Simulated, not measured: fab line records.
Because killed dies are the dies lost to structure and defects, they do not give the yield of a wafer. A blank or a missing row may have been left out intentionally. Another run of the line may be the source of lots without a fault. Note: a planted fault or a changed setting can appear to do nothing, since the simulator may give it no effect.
Which tool did it? ; flow gf180mcu ; 13 lots with 38 wafers sampled at 6 steps, on a route of 602 steps

## WHAT EACH GAUGE READ, for each wafer
GF_STI_CD_MEAS_12 targets a cd of 220 nm. Usual: cd_nm reads 220.0 nm (standard deviation 1.3).
lot;measured;on;cd_nm (nm);flag
L569;day 2 01:34;cd_sem-02;220.2 221.7 220.2;
L570;day 2 07:18;cd_sem-01;218.8 217.9 219.1;
L571;day 2 11:54;cd_sem-02;217.9 218.1 219.8;
L577;day 3 20:26;cd_sem-02;219.8 220.3;
L580;day 4 10:10;cd_sem-02;220.6 221.3 220.2;
L582;day 4 20:02;cd_sem-01;218.8 219.9 218.9;
L583;day 5 01:43;cd_sem-01;220.2 219.9 218.6;
L585;day 5 12:02;cd_sem-01;218.6 218.4 218.6;
L586;day 5 17:34;cd_sem-01;219.3 219.2 219.3;
L589;day 6 09:53;cd_sem-02;220.6 221.8 221.6;
L590;day 6 14:07;cd_sem-02;219.4 219.9 219.4;
L591;day 6 19:08;cd_sem-02;220.3 219.1 219.2;
L592;day 6 23:41;cd_sem-01;220.1 220.1 221.3;

GF_NWELL_TW_MEAS_11. Usual: NWELL_TW gives 1567 (standard deviation 9.6).
lot;measured;on;NWELL_TW;flag
L569;day 3 07:22;film_metro-01;1575 1571 1572;
L570;day 3 13:45;film_metro-01;1572 1575 1578;
L571;day 3 19:56;film_metro-03;1571 1576 1577;
L577;day 5 04:54;film_metro-01;1571 1574;
L580;day 5 19:13;film_metro-04;1557 1558 1549;
L582;day 6 05:59;film_metro-04;1564 1559 1563;
L583;day 6 14:19;film_metro-04;1568 1560 1569;
L585;day 6 23:46;film_metro-04;1564 1566 1565;
L586;day 7 07:14;film_metro-01;1572 1573 1568;
L589;day 7 21:51;film_metro-04;1545 1541 1552;
L590;day 8 04:08;film_metro-01;1576 1587 1574;
L591;day 8 07:46;film_metro-03;1584 1573 1576;
L592;day 8 12:31;film_metro-04;1555 1561 1548;

GF_MVSD_TW_MEAS_11. Usual: MVSD_TW gives 1571 (standard deviation 11).
lot;measured;on;MVSD_TW;flag
L569;day 4 11:17;film_metro-04;1568 1566 1583;
L570;day 4 17:17;film_metro-04;1556 1555 1564;
L571;day 5 00:04;film_metro-04;1558 1561 1556;
L577;day 6 10:41;film_metro-04;1572 1740;OFF
L580;day 7 02:06;film_metro-04;1722 1546 1555;OFF
L582;day 7 14:05;film_metro-04;1555 1555 1558;
L583;day 7 22:07;film_metro-04;1558 1557 1559;
L585;day 8 07:24;film_metro-03;1583 1587 1576;
L586;day 8 17:06;film_metro-01;1590 1583 1585;
L589;day 9 07:53;film_metro-03;1568 1570 1572;
L590;day 9 13:56;film_metro-03;1572 1565 1563;
L591;day 9 19:12;film_metro-01;1585 1582 1580;
L592;day 10 00:00;film_metro-03;1583 1581 1583;

GF_VT_IMPLANT_TW_MEAS_10. Usual: VT_IMPLANT_TW gives 563 (standard deviation 6).
lot;measured;on;VT_IMPLANT_TW;flag
L569;day 5 15:55;film_metro-04;561 554 556;
L570;day 5 22:44;film_metro-04;558 560 555;
L571;day 6 04:46;film_metro-03;562 563 564;
L577;day 7 18:25;film_metro-04;554 557;
L580;day 8 10:46;film_metro-02;575 572 571;
L582;day 8 23:28;film_metro-04;556 555 557;
L583;day 9 08:44;film_metro-04;554 555 559;
L585;day 9 17:49;film_metro-02;570 572 568;
L586;day 10 05:01;film_metro-04;555 556 556;
L589;day 10 19:50;film_metro-04;559 557 556;
L590;day 11 03:10;film_metro-02;570 570 570;
L591;day 11 07:49;film_metro-02;568 569 571;
L592;day 11 12:58;film_metro-02;572 571 569;

GF_VT_IMPLANT_RS_MEAS_46: measures by four-point-probe. Usual: MVSD_RS gives 456.8 ohm/sq (standard deviation 1.3).
lot;measured;on;MVSD_RS (ohm/sq);flag
L569;day 7 14:46;film_metro-03;456.0 456.4 453.9;
L570;day 7 21:43;film_metro-01;455.9 457.3 456.0;
L571;day 8 04:22;film_metro-03;457.9 457.0 457.5;
L577;day 9 22:02;film_metro-01;456.3 384.3;OFF
L580;day 10 15:18;film_metro-04;385.7 457.1 457.1;OFF
L582;day 11 05:48;film_metro-04;456.9 457.3 457.7;
L583;day 11 15:19;film_metro-03;456.0 455.8 455.1;
L585;day 12 01:52;film_metro-01;457.5 457.0 457.0;
L586;day 12 15:00;film_metro-01;457.7 456.6 456.3;
L589;day 13 06:01;film_metro-01;458.3 458.7 458.2;
L590;day 13 13:07;film_metro-01;456.3 458.6 458.8;
L591;day 13 19:08;film_metro-04;457.2 458.3 459.3;
L592;day 13 23:53;film_metro-01;456.9 457.7 458.0;

## WHAT TOOL EACH LOT RAN ON (gives the tool, then ch and the chambers of the sampled wafers, and finally the start)
lot;GF_MVSD_IMPLANT_08
L569;implanter-04 ch 0, day 4 10:53
L570;implanter-01 ch 0, day 4 16:55
L571;implanter-03 ch 0, day 4 23:40
L577;implanter-04 ch 0, day 6 10:20
L580;implanter-04 ch 0, day 7 01:43
L582;implanter-01 ch 0, day 7 13:41
L583;implanter-03 ch 0, day 7 21:43
L585;implanter-01 ch 0, day 8 07:02
L586;implanter-01 ch 0, day 8 16:42
L589;implanter-03 ch 0, day 9 07:31
L590;implanter-03 ch 0, day 9 13:32
L591;implanter-01 ch 0, day 9 18:50
L592;implanter-04 ch 0, day 9 23:37
- GF_MVSD_IMPLANT_08

## AS READ BY THE TOOLS THEMSELVES (means over the sampled wafers that have a number; for cases with no such wafer, the mark the record gives instead)
GF_MVSD_IMPLANT_08. Usual: beam_on_s 10.01 s, standard deviation 0.2; end_station_pressure_torr 5.08e-06 Torr, standard deviation 2.6e-07; faraday_current_uA 90.2, standard deviation 1.8.
lot;tool;beam_on_s (s);end_station_pressure_torr (Torr);faraday_current_uA;flag
L569;implanter-04;9.85;4.94e-06;91.5;
L570;implanter-01;9.95;4.99e-06;90.6;
L571;implanter-03;10.17;5.02e-06;88.3;
L577;implanter-04;12.14;5.19e-06;76.3;OFF
L580;implanter-04;11.33;5.28e-06;81.7;OFF
L582;implanter-01;10.02;5.04e-06;90.5;
L583;implanter-03;10.00;5.13e-06;90.2;
L585;implanter-01;10.11;5.11e-06;88.9;
L586;implanter-01;9.94;5.28e-06;90.6;
L589;implanter-03;10.03;5.36e-06;89.9;
L590;implanter-03;9.93;5.06e-06;90.8;
L591;implanter-01;9.89;4.84e-06;91.3;
L592;implanter-04;10.01;5.05e-06;90.3;

## THE ANSWER, worked out from the rows above alone
Rule: lot off if the mean of its wafers having a number is beyond 3 standard deviations from the usual mean. Also off: a lot with no number at a reading for which 4 or more lots have one. Where the step has rows for the other lots, those lots are counted as sound. First the gauges in route order, then the tools' own readings, where a lot's mean is used as printed above. The first step at which some lot is off is used, and at that step the reading that is off furthest; a lot without a number counts as furthest.
Off: L577, L580, seen at GF_MVSD_TW_MEAS_11 (MVSD_TW).
A tool fits if, at a process step before that reading, it ran every lot that is off, and no sound lot after the first of them. Not tried: the gauges at GF_MVSD_TW_MEAS_11; whatever is off there is also off at GF_MVSD_IMPLANT_08, on other tools, and gauge error can't account for it. Of those tried, none fits.

## WHAT THE SIMULATOR HAD PUT IN
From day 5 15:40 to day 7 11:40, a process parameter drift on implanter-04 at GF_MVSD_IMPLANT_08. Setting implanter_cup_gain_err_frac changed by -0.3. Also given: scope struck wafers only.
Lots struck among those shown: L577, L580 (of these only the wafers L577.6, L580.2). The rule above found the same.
